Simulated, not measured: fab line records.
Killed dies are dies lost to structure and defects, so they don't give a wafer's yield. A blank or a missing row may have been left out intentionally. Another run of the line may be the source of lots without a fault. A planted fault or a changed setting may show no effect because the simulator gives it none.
fab line records ; flow sky130
record: lots: 5; wafers: 14; last_day: 50
route steps=708 shown POLY_CUT@317 SD_P@320 RES_XHIGH@332 SD_N@342 PAD_OPEN@708
lots untouched by any fault: they come from a run of this same line in which no faults occurred
start_h: start of the lot's first displayed wafer, in hours after the record's first day ; wait_h: hours since the lot's step before ; " identical to the entry in the row above ; L1.1+2: one row covering several wafers at once ; - either no value or no given start ; * or withheld: withheld ; < > ~ a bound
route shown NAME@n: names a module that has steps shown in the file, with the first one's number in the route ; usual: mean/standard deviation of fault-free wafers ; same: alike in all rows ; chamber/n: place in a boat ; sites: readings site by site ; _std_site: the values' standard deviation ; _edge_site: the outer-site mean with the inner-site mean subtracted ; radius_mm: how far each site lies from the wafer's centre ; mask NAME#n: copy n ; behind: the last tool/chamber to shape the wafer ; hold: cause of the lot's hold/its duration in hours/its outcome ; device: the transistor (n, p or np) that didn't switch ; end of line: the same wafers' tests at the end of the route ; step lacking rows: just its recipe ; killed: dies that structure and defects cost at the first sort, which is not the same as the wafer's yield ; map: shows each die of a wafer: x if killed, . if not, _ if none is there
set.NAME: the setting as run; set.NAME@STEP: as run at that earlier step ; model.NAME: the simulator's own value behind a step, which no gauge read
a table for each step, a row for each wafer; lots at some steps of the route
services: from which hour (start_h, from the record's first day; less than 0 if before it) a tool's chamber was out of use, for how many hours, and why
== steps ==
step: SKY_POLY_CUT_ETCH_10
recipe: chemistry: N2/H2; target: BARC; ion_energy_ev: 200; source_w: 500; bias_w: 100; pressure_mtorr: 30; n2_flow_sccm: 100; h2_flow_sccm: 200; stop_on: SiO2; time_s: 45.9; target_depth_a: 600
step: SKY_POLY_CUT_ETCH_11
recipe: target: Si3N4; chemistry: CF4/CH2F2/Ar; stop_on: poly-Si; source_w: 600; bias_w: 150; pressure_mtorr: 40; cf4_flow_sccm: 40; ch2f2_flow_sccm: 20; Ar_flow_sccm: 150; time_s: 42.5; target_depth_a: 600
step: SKY_POLY_CUT_STRIP_12
recipe: chemistry: O2/N2; power_w: 1400; pressure_mtorr: 1500; platen_temp_c: withheld; o2_flow_sccm: 3000; n2_flow_sccm: 300; overash_fraction: 0.5
step: SKY_SD_P_DEHYDRATE_00
recipe: temp_c: 200; time_s: 60
step: SKY_SD_P_HMDS_01
recipe: prime_time_s: 60; prime_temp_c: 120
step: SKY_SD_P_COAT_02
recipe: resist: NOVOLAK; spin_rpm: 3000; resist_thk_nm: 1140
step: SKY_SD_P_SOFTBAKE_03
recipe: temp_c: 90; time_s: 60; resist: NOVOLAK
step: SKY_SD_P_EXPOSE_04
recipe: mask_id: PSDM; na: 0.6; source_shape: conventional; sigma_outer: 0.6; polarization: unpolarized; target_cd_nm: 380; dose_mj: 138
step: SKY_SD_P_PEB_05
recipe: temp_c: withheld; time_s: *; resist: NOVOLAK
step: SKY_SD_P_DEVELOP_06
recipe: resist: NOVOLAK; developer: TMAH; develop_time_s: 60; dev_temp_c: 23
step: SKY_SD_P_IMPLANT_09
recipe: species: BF2; energy_kev: 20; dose_cm2: 3e+15; tilt_deg: 0
usual: beam_on_s: 13.7/0.81; faraday_current_uA: 11964/660
lot.wafer;tool;chamber;start_h;wait_h;beam_on_s;faraday_current_uA
L472.1;implanter-02;0;672.14;0.0;13.7;11893
L472.2;implanter-02;0;672.14;0.0;13.2;12313
L472.5;implanter-02;0;672.14;0.0;13.4;12209
L478.1;implanter-02;0;721.29;0.0;10.4;15606
L478.3;implanter-02;0;721.29;0.0;13.4;12276
L479.1;implanter-02;0;728.84;0.0;10.5;15511
L479.2;implanter-02;0;728.84;0.0;13.2;12356
L479.3;implanter-02;0;728.84;0.0;13.3;12323
L481.2;implanter-02;0;743.50;0.0;13.1;12445
L481.3;implanter-02;0;743.50;0.0;13.2;12502
L481.4;implanter-02;0;743.50;0.0;10.1;16263
L485.2;implanter-03;0;768.86;0.0;12.7;12813
L485.4;implanter-03;0;768.86;0.0;13.3;12327
L485.5;implanter-03;0;768.86;0.0;13.0;12563
step: SKY_SD_P_STRIP_10
recipe: chemistry: O2/N2; power_w: 1400; pressure_mtorr: 1500; platen_temp_c: withheld; o2_flow_sccm: 3000; n2_flow_sccm: 300; overash_fraction: 0.5
usual: drypump_motor_current_A: 5.7/0.56; oes_product_au: 0.618/0.005; strip_time_to_endpoint_s: 17.52/0.037
lot.wafer;tool;chamber;start_h;wait_h;drypump_motor_current_A;oes_product_au;rf_hours_counter_h;strip_time_to_endpoint_s
L472.1;plasma_asher-01;1;672.29;0.1;5.4;0.622;55;17.55
L472.2;plasma_asher-01;0;672.29;0.1;6.6;0.615;55;17.55
L472.5;plasma_asher-01;0;672.29;0.1;6.5;0.617;-;17.60
L478.1;plasma_asher-03;1;721.44;0.1;5.4;0.626;90;17.07
L478.3;plasma_asher-03;0;721.44;0.1;6.4;0.621;-;17.58
L479.1;plasma_asher-04;1;728.99;0.1;5.3;0.630;104;17.02
L479.2;plasma_asher-04;0;728.99;0.1;5.3;0.619;104;17.55
L479.3;plasma_asher-04;1;728.99;0.1;5.3;0.609;-;17.51
L481.2;plasma_asher-01;1;743.62;0.1;5.4;0.608;61;17.56
L481.3;plasma_asher-01;1;743.62;0.1;5.4;0.614;-;17.57
L481.4;plasma_asher-01;0;743.62;0.1;6.6;0.631;-;17.09
L485.2;plasma_asher-04;1;768.99;0.1;5.3;0.621;2;17.54
L485.4;plasma_asher-04;0;768.99;0.1;5.3;0.617;-;17.47
L485.5;plasma_asher-04;1;768.99;0.1;5.3;0.615;-;17.48
step: SKY_SD_P_TW_MEAS_11
usual: SD_P_TW: 2817/18
lot.wafer;tool;chamber;start_h;wait_h;SD_P_TW
L472.1;film_metro-02;-;672.39;0.1;2788
L472.2;film_metro-02;-;672.39;0.1;2796
L472.5;film_metro-02;-;672.39;0.1;2821
L478.1;film_metro-03;-;721.54;0.1;2687
L478.3;film_metro-03;-;721.54;0.1;2835
L479.1;film_metro-02;-;729.09;0.1;2689
L479.2;film_metro-02;-;729.09;0.1;2826
L479.3;film_metro-02;-;729.09;0.1;2823
L481.2;film_metro-02;-;743.73;0.1;2815
L481.3;film_metro-02;-;743.73;0.1;2834
L481.4;film_metro-02;-;743.73;0.1;2684
L485.2;film_metro-04;-;769.10;0.1;2815
L485.4;film_metro-04;-;769.10;0.1;2817
L485.5;film_metro-04;-;769.10;0.1;2825
step: SKY_RES_XHIGH_DEHYDRATE_00
recipe: temp_c: 200; time_s: 60
step: SKY_RES_XHIGH_HMDS_01
recipe: prime_time_s: 60; prime_temp_c: 120
step: SKY_RES_XHIGH_COAT_02
recipe: resist: NOVOLAK; spin_rpm: 3000; resist_thk_nm: 1140
step: SKY_RES_XHIGH_SOFTBAKE_03
recipe: temp_c: 90; time_s: 60; resist: NOVOLAK
step: SKY_RES_XHIGH_EXPOSE_04
recipe: mask_id: URPM; na: 0.6; source_shape: conventional; sigma_outer: 0.6; polarization: unpolarized; target_cd_nm: 1270; dose_mj: 140
step: SKY_RES_XHIGH_PEB_05
recipe: temp_c: withheld; time_s: *; resist: NOVOLAK
step: SKY_RES_XHIGH_DEVELOP_06
recipe: resist: NOVOLAK; developer: TMAH; develop_time_s: 60; dev_temp_c: 23
step: SKY_RES_XHIGH_IMPLANT_07
recipe: species: BF2; energy_kev: 20; dose_cm2: 3.6e+14; tilt_deg: 0
step: SKY_RES_XHIGH_STRIP_08
recipe: chemistry: O2/N2; power_w: 1400; pressure_mtorr: 1500; platen_temp_c: withheld; o2_flow_sccm: 3000; n2_flow_sccm: 300; overash_fraction: 0.5
step: SKY_SD_N_DEHYDRATE_00
recipe: temp_c: 200; time_s: 60
step: SKY_SD_N_HMDS_01
recipe: prime_time_s: 60; prime_temp_c: 120
step: SKY_SD_N_COAT_02
recipe: resist: NOVOLAK; spin_rpm: 3000; resist_thk_nm: 1140
step: SKY_SD_N_SOFTBAKE_03
recipe: temp_c: 90; time_s: 60; resist: NOVOLAK
step: SKY_SD_N_EXPOSE_04
recipe: mask_id: NSDM; na: 0.6; source_shape: conventional; sigma_outer: 0.6; polarization: unpolarized; target_cd_nm: 380; dose_mj: 141
step: SKY_SD_N_PEB_05
recipe: temp_c: withheld; time_s: *; resist: NOVOLAK
step: SKY_SD_N_DEVELOP_06
recipe: resist: NOVOLAK; developer: TMAH; develop_time_s: 60; dev_temp_c: 23
step: SKY_SD_N_IMPLANT_09
recipe: species: As; energy_kev: 50; dose_cm2: 4e+15; tilt_deg: 0
step: SKY_SD_N_IMPLANT_10
recipe: species: P; energy_kev: 20; dose_cm2: 1e+14; tilt_deg: 0
step: SKY_SD_N_STRIP_11
recipe: chemistry: O2/N2; power_w: 1400; pressure_mtorr: 1500; platen_temp_c: withheld; o2_flow_sccm: 3000; n2_flow_sccm: 300; overash_fraction: 0.5
step: SKY_SD_N_CLEAN_13
recipe: chemistry: SC1/SC2; mix: 1:4:20; temp_c: 70; time_s: 150; dry: n2_spin
step: SKY_SD_N_RTA_14
recipe: temp_c: 1075; time_s: 2; idle_temp_c: 650; ramp_up_c_per_s: 150; ramp_down_c_per_s: 90; ambient: N2
step: SKY_SD_N_RS_MEAS_17
recipe: thk_meas_gauge: four-point-probe
usual: SD_P_RS: 147.0/0.41
lot.wafer;tool;chamber;start_h;wait_h;SD_P_RS[ohm/sq]
L472.1;film_metro-02;-;730.63;0.1;147.0
L472.2;film_metro-02;-;730.63;0.1;147.2
L472.5;film_metro-02;-;730.63;0.1;147.2
L478.1;film_metro-02;-;777.28;0.1;150.8
L478.3;film_metro-02;-;777.28;0.1;146.8
L479.1;film_metro-03;-;784.38;0.1;150.0
L479.2;film_metro-03;-;784.38;0.1;146.2
L479.3;film_metro-03;-;784.38;0.1;146.8
L481.2;film_metro-04;-;796.95;0.1;146.4
L481.3;film_metro-04;-;796.95;0.1;146.8
L481.4;film_metro-04;-;796.95;0.1;151.0
L485.2;film_metro-04;-;821.65;0.1;147.0
L485.4;film_metro-04;-;821.65;0.1;147.3
L485.5;film_metro-04;-;821.65;0.1;147.5
step: SKY_PAD_OPEN_PROBE_99
usual: killed_at_M0_to_M3: 42/6.1; killed_at_M4_up: 3.4/2; killed_at_contacts: 23/4.8; killed_at_front_end: 15/3.8; killed_at_other: 0.3/0.48; killed_dies: 84/8.5; killed_open: 46/6.8; killed_short: 38/6.2
same: gross_dies: 492; killed_at_back_side: 0
lot.wafer;tool;chamber;start_h;wait_h;killed_at_M0_to_M3;killed_at_M4_up;killed_at_contacts;killed_at_front_end;killed_at_other;killed_dies;killed_open;killed_short;model.etest.res_high_po.line_ohm_um;model.etest.licon_high_po.rc_ohm;model.etest.res_pdiff.line_ohm_um;model.etest.res_high_po.rs_ohm_sq;model.etest.licon_pdiff.rc_ohm;model.etest.res_pdiff_hv.rs_ohm_sq;model.etest.res_pdiff.rs_ohm_sq
L472.1;prober-01;-;1140.59;0.1;42;8;19;15;0;84;42;42;732.9;336.2;1374;258.7;565.6;192.3;200
L472.2;prober-01;-;1140.64;0.1;44;2;27;19;1;93;60;33;773.2;358;1439;268.4;579;192.7;199.2
L472.5;prober-01;-;1140.79;0.2;31;2;23;13;0;69;41;28;752.4;348.9;1407;263.2;573.4;193.5;201
L478.1;prober-01;-;1171.04;0.1;44;4;26;13;0;87;51;36;854.8;496.1;1426;299.4;654.3;204.9;210.1
L478.3;prober-01;-;1171.14;0.2;50;2;24;11;1;88;43;45;735.8;346.8;1402;251.3;590.9;192.2;197.9
L479.1;prober-02;-;1172.82;0.1;40;5;23;15;0;83;41;42;868.6;490.9;1445;309.9;600.8;201.4;207.9
L479.2;prober-02;-;1172.87;0.1;47;5;15;13;0;80;45;35;746.9;354.6;1353;261.4;560;188.9;195.1
L479.3;prober-02;-;1172.92;0.2;42;3;25;17;0;87;52;35;746.6;355.4;1393;260.9;606.4;188.1;195.9
L481.2;prober-01;-;1183.69;0.1;43;4;31;14;0;92;56;36;753.4;339.8;1352;265.1;583.8;190.3;197.3
L481.3;prober-01;-;1183.74;0.2;35;2;30;12;0;79;39;40;750.3;342.4;1334;266.1;573.8;191;197.7
L481.4;prober-01;-;1183.79;0.2;40;10;20;12;0;82;41;41;903.4;481.9;1437;316.6;623.6;205.9;210.8
L485.2;prober-01;-;1198.08;0.1;41;1;20;21;0;83;45;38;739.7;353.1;1367;259.6;584.1;185.4;193.3
L485.4;prober-01;-;1198.18;0.2;45;2;25;15;1;88;43;44;773.4;346;1347;265.8;589.5;185.1;192.3
L485.5;prober-01;-;1198.23;0.2;39;2;25;19;0;85;42;42;759.1;357.8;1348;268;563.7;186.2;193.9
killed by level:class
L472.1 LI_CONTACT:geometric_particle:open=9 VIA1:geometric_particle:open=6 METAL4:geometric_particle:short=6 CONTACT:geometric_particle:open=6 METAL1:geometric_particle:short=6 VIA2:geometric_particle:short=6 VIA2:geometric_particle:open=6 FIELD_ISO:geometric_particle:short=5
L472.2 CONTACT:geometric_particle:open=12 VIA3:geometric_particle:open=10 VIA2:geometric_particle:open=10 LI_CONTACT:geometric_particle:open=9 FIELD_ISO:geometric_particle:open=7 VIA1:geometric_particle:open=6 FIELD_ISO:geometric_particle:short=4 CONTACT:geometric_particle:short=4
L472.5 VIA1:geometric_particle:open=11 CONTACT:geometric_particle:open=10 LI_CONTACT:geometric_particle:open=5 VIA2:geometric_particle:open=5 POLY_GATE:geometric_particle:short=4 METAL2:geometric_particle:short=4 LOCAL_INTERCONNECT:geometric_particle:short=3 METAL1:geometric_particle:short=3
L478.1 CONTACT:geometric_particle:open=10 LI_CONTACT:geometric_particle:open=6 VIA2:geometric_particle:short=6 VIA2:geometric_particle:open=6 VIA3:geometric_particle:open=6 CONTACT:geometric_particle:short=5 FIELD_ISO:geometric_particle:open=4 METAL2:geometric_particle:open=4
L478.3 CONTACT:geometric_particle:open=9 VIA3:geometric_particle:open=9 VIA1:geometric_particle:open=8 LI_CONTACT:geometric_particle:open=7 METAL1:geometric_particle:short=7 METAL2:geometric_particle:short=7 VIA1:geometric_particle:short=6 VIA2:geometric_particle:open=5
L479.1 VIA1:geometric_particle:open=11 METAL1:geometric_particle:short=7 LI_CONTACT:geometric_particle:open=6 VIA2:geometric_particle:open=6 CONTACT:geometric_particle:short=5 CONTACT:geometric_particle:open=5 METAL4:geometric_particle:short=5 SPACER:geometric_particle:short=4
L479.2 VIA1:geometric_particle:open=15 LI_CONTACT:geometric_particle:open=6 CONTACT:geometric_particle:open=5 METAL2:geometric_particle:short=5 VIA2:geometric_particle:open=5 METAL1:geometric_particle:short=4 VIA1:geometric_particle:short=4 VIA3:geometric_particle:short=4
L479.3 VIA1:geometric_particle:open=13 LOCAL_INTERCONNECT:geometric_particle:short=9 VIA3:geometric_particle:open=8 LI_CONTACT:geometric_particle:open=7 FIELD_ISO:geometric_particle:short=4 CONTACT:geometric_particle:open=4 POLY_GATE:geometric_particle:open=4 VIA2:geometric_particle:open=4
L481.2 VIA1:geometric_particle:open=18 CONTACT:geometric_particle:open=12 LI_CONTACT:geometric_particle:open=7 VIA3:geometric_particle:open=6 LI_CONTACT:geometric_particle:short=5 METAL1:geometric_particle:short=5 POLY_GATE:geometric_particle:short=4 CONTACT:geometric_particle:short=4
L481.3 CONTACT:geometric_particle:open=8 VIA3:geometric_particle:open=8 LI_CONTACT:geometric_particle:open=6 LOCAL_INTERCONNECT:geometric_particle:short=6 CONTACT:geometric_particle:short=6 VIA1:geometric_particle:short=5 VIA2:geometric_particle:open=5 LI_CONTACT:geometric_particle:short=4
L481.4 METAL2:geometric_particle:short=11 LI_CONTACT:geometric_particle:open=9 VIA1:geometric_particle:open=9 VIA2:geometric_particle:open=8 METAL4:geometric_particle:short=6 METAL1:geometric_particle:short=5 LI_CONTACT:geometric_particle:short=4 CONTACT:geometric_particle:open=4
L485.2 VIA1:geometric_particle:open=9 FIELD_ISO:geometric_particle:short=8 METAL2:geometric_particle:short=7 VIA2:geometric_particle:open=7 FIELD_ISO:geometric_particle:open=6 CONTACT:geometric_particle:open=6 LI_CONTACT:geometric_particle:open=5 VIA3:geometric_particle:open=5
L485.4 VIA3:geometric_particle:open=9 CONTACT:geometric_particle:open=8 LOCAL_INTERCONNECT:geometric_particle:short=7 VIA1:geometric_particle:open=6 VIA2:geometric_particle:short=6 VIA2:geometric_particle:open=6 LI_CONTACT:geometric_particle:open=5 FIELD_ISO:geometric_particle:open=4
L485.5 CONTACT:geometric_particle:open=10 METAL1:geometric_particle:short=9 VIA3:geometric_particle:open=7 CONTACT:geometric_particle:short=6 VIA2:geometric_particle:open=6 VIA1:geometric_particle:open=6 LI_CONTACT:geometric_particle:open=5 FIELD_ISO:geometric_particle:short=4
== services ==
tool;chamber;start_h;hours;kind
plasma_asher-04;-;654.46;0.6;repair
implanter-03;-;657.65;2.0;repair
implanter-02;-;673.67;3.6;repair
implanter-02;-;681.64;1.1;repair
plasma_asher-04;-;702.76;2.8;pm
implanter-02;-;708.19;5.0;repair
plasma_asher-01;-;719.23;14.6;pm
plasma_asher-04;-;733.75;9.0;pm
plasma_asher-04;0;733.75;9.0;vent_cycle
plasma_asher-04;1;733.75;9.0;vent_cycle
plasma_asher-01;-;733.80;2.8;pm
implanter-03;-;736.46;2.1;pm
implanter-03;-;740.51;6.1;repair
plasma_asher-04;0;742.75;-;clean
plasma_asher-04;1;742.75;-;clean
plasma_asher-04;-;750.63;6.0;repair
implanter-03;-;757.18;1.3;repair
plasma_asher-03;-;768.12;8.2;repair
== key ==
first_sign: step: SKY_SD_P_IMPLANT_09; reading: faraday_current_uA; direction: up; sigmas: 5.8; usual: 11964; struck: 15793
effect: step: SKY_SD_P_IMPLANT_09; reading: beam_on_s; direction: down; sigmas: 4.2; usual: 13.7; struck: 10.3
effect: step: SKY_SD_P_STRIP_10; reading: strip_time_to_endpoint_s; direction: down; sigmas: 12; usual: *; struck: *
effect: step: SKY_SD_P_TW_MEAS_11; reading: SD_P_TW; direction: down; sigmas: 7.4; usual: 2817; struck: 2687
effect: step: SKY_SD_N_RS_MEAS_17; reading: SD_P_RS; direction: up; sigmas: 8.7; usual: 147.0; struck: 150.6
model_effect: step: SKY_PAD_OPEN_PROBE_99; value: etest.res_high_po.line_ohm_um; without: 725; struck: 875.6
met_at SKY_SD_P_IMPLANT_09
struck_wafers L478.1,L479.1,L481.4
tester_left_out L478,L479,L481
onset_between 672.14 721.29
fault: kind: process_parameter_drift; tool: implanter-02; chamber: -; onset_h: 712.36; steps: SKY_SD_P_IMPLANT_09; channel: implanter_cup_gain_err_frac; offset: 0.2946; shape: step; end_h: 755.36; scope: struck_wafers_only
tester_left_out: of these lots the tester's yield and bins aren't shown, on N5 and GAA mostly nor the transistor test; their killed dies are dies lost to structure and defects alone, not to doping, threshold or leakage, so they don't give the yield
